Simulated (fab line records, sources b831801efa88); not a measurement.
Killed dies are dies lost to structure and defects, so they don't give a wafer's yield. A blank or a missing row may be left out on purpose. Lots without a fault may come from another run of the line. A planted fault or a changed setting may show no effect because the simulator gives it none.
A struck lot beside a sound one | flow gf180mcu | 16 steps out of a route of 602
Sound: wafers L354.1, L354.3, L354.4. Struck: wafers L366.1, L366.3, L366.4. The cause comes at the end.
At each step with rows: each side's tool, then ch and its chambers, then its first start. Under that, the readings that differ: sound wafers | struck wafers | difference of the means | sigmas: that difference in standard deviations of wafers without a fault.
alike: readings whose means differ by less than 2 such deviations, and words and numbers that are the same on both sides. not compared: withheld readings, readings that some wafer has no value for, bounds like >300 that may hide the same value, and numbers for which the record gives no deviation and whose values overlap.
The two part at a step that has a row with sigmas, a row that says differs or no value, or rows on one side only. Numbers that don't overlap but have no deviation are shown without sigmas and don't part them. A reading that every wafer of one side lacks parts them only if that side has two wafers or more.

first, 1 step without rows for these wafers: GF_V4_CVD_23 (deposits W, target thk 350 nm, time 104.9 s).
GF_V4_RS_MEAS_24: measures by four-point-probe.
  sound on film_metro-01, day 28 12:12; struck on film_metro-01, day 31 16:29
  alike: V4_W_RS
GF_V4_THK_MEAS_25: measures by xrf.
  sound on film_metro-01, day 28 12:19; struck on film_metro-01, day 31 16:37
  alike: V4_W_THK
then, 1 step without rows for these wafers: GF_V4_CMP_26 (polishes, stops on SiO2, t overpolish 15 s, target thk 0 nm).
GF_MIM_SPUTTER_00: material Ti, target thk 37.5 nm, time 150 s.
  sound on pvd_sputter-02, day 28 12:41; struck on pvd_sputter-03, day 31 16:58
  alike: throttle_valve_pct
then, 1 step without rows for these wafers: GF_MIM_SPUTTER_01 (material TiN, target thk 30 nm, time 25 s).
GF_MIM_SPUTTER_02: material AlCu, target thk 450 nm, time 23.9 s.
  sound on pvd_sputter-02, day 28 12:49; struck on pvd_sputter-03, day 31 17:06
  alike: throttle_valve_pct
GF_MIM_SPUTTER_03: material Ti, target thk 10 nm, time 6.7 s.
  sound on pvd_sputter-02, day 28 12:50; struck on pvd_sputter-03, day 31 17:08
  alike: throttle_valve_pct
GF_MIM_SPUTTER_04: material TiN, target thk 50 nm, time 41.7 s.
  sound on pvd_sputter-02, day 28 12:52; struck on pvd_sputter-03, day 31 17:09
  alike: throttle_valve_pct
then, 1 step without rows for these wafers: GF_MIM_CVD_05 (deposits Si3N4, target thk 42 nm, time 29.086 s).
GF_MIM_THK_MEAS_06:
  sound on film_metro-01, day 28 12:56; struck on film_metro-04, day 31 17:14
  reading             | sound          | struck         | difference | sigmas
  MIM_CVD_05_THK (nm) | 42.3 41.6 42.9 | 41.0 41.1 41.4 | -1.1       | -2
then, 1 step without rows for these wafers: GF_MIM_SPUTTER_07 (material TiN, target thk 60 nm, time 50 s).
GF_MIM_SPUTTER_08: material AlCu, target thk 200 nm, time 10.6 s.
  sound on pvd_sputter-01, day 28 13:02; struck on pvd_sputter-02, day 31 17:20
  reading                                  | sound           | struck      | difference | sigmas
  model.AlCu_of_MIM_SPUTTER_08.thk_nm (nm) | 194.2 195 196.8 | 139 137 137 | -58        |
  alike: throttle_valve_pct
GF_MIM_SPUTTER_09: material TiN, target thk 35 nm, time 29.2 s.
  sound on pvd_sputter-01, day 28 13:04; struck on pvd_sputter-02, day 31 17:21
  alike: throttle_valve_pct
GF_MIM_RS_MEAS_10: measures by four-point-probe.
  sound on film_metro-01, day 28 13:06; struck on film_metro-01, day 31 17:40
  reading              | sound                | struck               | difference | sigmas
  MIM_ALCU_RS (ohm/sq) | 0.1652 0.1646 0.1630 | 0.2343 0.2388 0.2386 | +0.0730    | +41
  not compared: hold
GF_PASSIVATION_PROBE_99:
  the record has rows for the sound wafers here (prober-02, day 32 13:03) and none for the struck ones

WHERE THEY PART
First at GF_MIM_THK_MEAS_06; last, within this record, at GF_PASSIVATION_PROBE_99.

WHY: what the simulator had put in
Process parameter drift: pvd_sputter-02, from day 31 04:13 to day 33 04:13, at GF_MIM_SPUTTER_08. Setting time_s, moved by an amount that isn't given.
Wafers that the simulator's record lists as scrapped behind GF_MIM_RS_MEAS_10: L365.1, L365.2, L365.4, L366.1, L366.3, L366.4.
